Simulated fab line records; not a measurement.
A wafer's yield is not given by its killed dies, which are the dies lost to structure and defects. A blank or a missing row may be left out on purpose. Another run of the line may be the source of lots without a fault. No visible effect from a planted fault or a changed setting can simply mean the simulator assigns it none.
A struck lot beside a sound one | flow gf180mcu | 15 steps out of a route of 602
Sound: the wafers L858.2, L858.4, L858.5. Wafers struck: L863.2, L863.3, L863.5. At the end, the cause is stated.
Per side, at each step with rows, come the tool, then ch with its chambers, and then its first start. Under that, the readings that differ: sound wafers | struck wafers | difference of the means | sigmas: that difference in standard deviations of wafers without a fault.
alike: readings whose means differ by less than 2 such deviations, and words and numbers that are the same on both sides. not compared: withheld readings, readings that some wafer has no value for, bounds like >300 that may hide the same value, and numbers for which the record gives no deviation and whose values overlap.
Wherever a step has rows on one side only, a row that says differs or no value, or a row with sigmas, the two part there. Numbers that have no deviation but don't overlap get no sigmas and don't part them. A reading that every wafer of one side lacks parts them only if that side has two wafers or more.

GF_HV_LDD_STRIP_10: strips in O2/N2.
  sound on plasmaAsher-01 ch 0,1, day 10 16:45; struck on plasmaAsher-02 ch 0, day 12 07:54
  alike: drypumpMotorCurrentA, heaterPowerW, oesProductAu, platenTempC, stripTimeToEndpointS
  not compared: rfHoursCounterH
GF_HV_LDD_TW_MEAS_11:
  sound on filmMetro-04, day 10 16:52; struck on filmMetro-03, day 12 08:01
reading   | sound          | struck         | difference | sigmas
HV_LDD_TW | 2382 2387 2371 | 2420 2422 2436 | +46        | +2
then, 7 steps without rows for these wafers: GF_HV_LDD_DEHYDRATE_12 (time 60 s); GF_HV_LDD_HMDS_13 (prime time 60 s); GF_HV_LDD_COAT_14 (resist thk 1000 nm); GF_HV_LDD_SOFTBAKE_15 (time 60 s); GF_HV_LDD_EXPOSE_16 (exposes mask Pplus LV AREA, target cd 400 nm); GF_HV_LDD_PEB_17; GF_HV_LDD_DEVELOP_18 (develop time 60 s).
GF_HV_LDD_CD_MEAS_19 targets a cd of 400 nm.
  sound on cdSem-01, day 11 09:46; struck on cdSem-01, day 13 03:04
  alike: cdNm
GF_HV_LDD_OVL_MEAS_20:
  sound on overlay-01, day 11 09:52; struck on overlay-01, day 13 03:10
  alike: HV_LDD_01_OVL
next, for these wafers, 1 step has no rows: GF_HV_LDD_IMPLANT_21.
GF_HV_LDD_STRIP_22: strips in O2/N2.
  sound on plasmaAsher-01 ch 0,1, day 11 10:03; struck on plasmaAsher-02 ch 0,1, day 13 03:21
reading                  | sound                | struck               | difference | sigmas
oesProductAu (a.u.)      | 0.714 0.724 0.716    | 0.737 0.734 0.736    | +0.018     | +5
platenTempC (C)          | 250.11 249.73 250.16 | 252.26 252.50 252.39 | +2.38      | +13
stripTimeToEndpointS (s) | 12.66 12.66 12.65    | 12.02 12.02 12.00    | -0.64      | -19
  alike: drypumpMotorCurrentA, heaterPowerW
  not compared: rfHoursCounterH
GF_HV_LDD_TW_MEAS_23:
  sound on filmMetro-04, day 11 10:10; struck on filmMetro-02, day 13 03:28
  alike: HV_LDD_2_TW
GF_PASSIVATION_PROBE_99:
  the record holds rows for the sound wafers here (prober-01, day 29 13:00) but none for the struck ones

WHERE THEY PART
At GF_HV_LDD_TW_MEAS_11 first; at GF_PASSIVATION_PROBE_99 last (within this record only).

WHY: whatever the simulator had introduced
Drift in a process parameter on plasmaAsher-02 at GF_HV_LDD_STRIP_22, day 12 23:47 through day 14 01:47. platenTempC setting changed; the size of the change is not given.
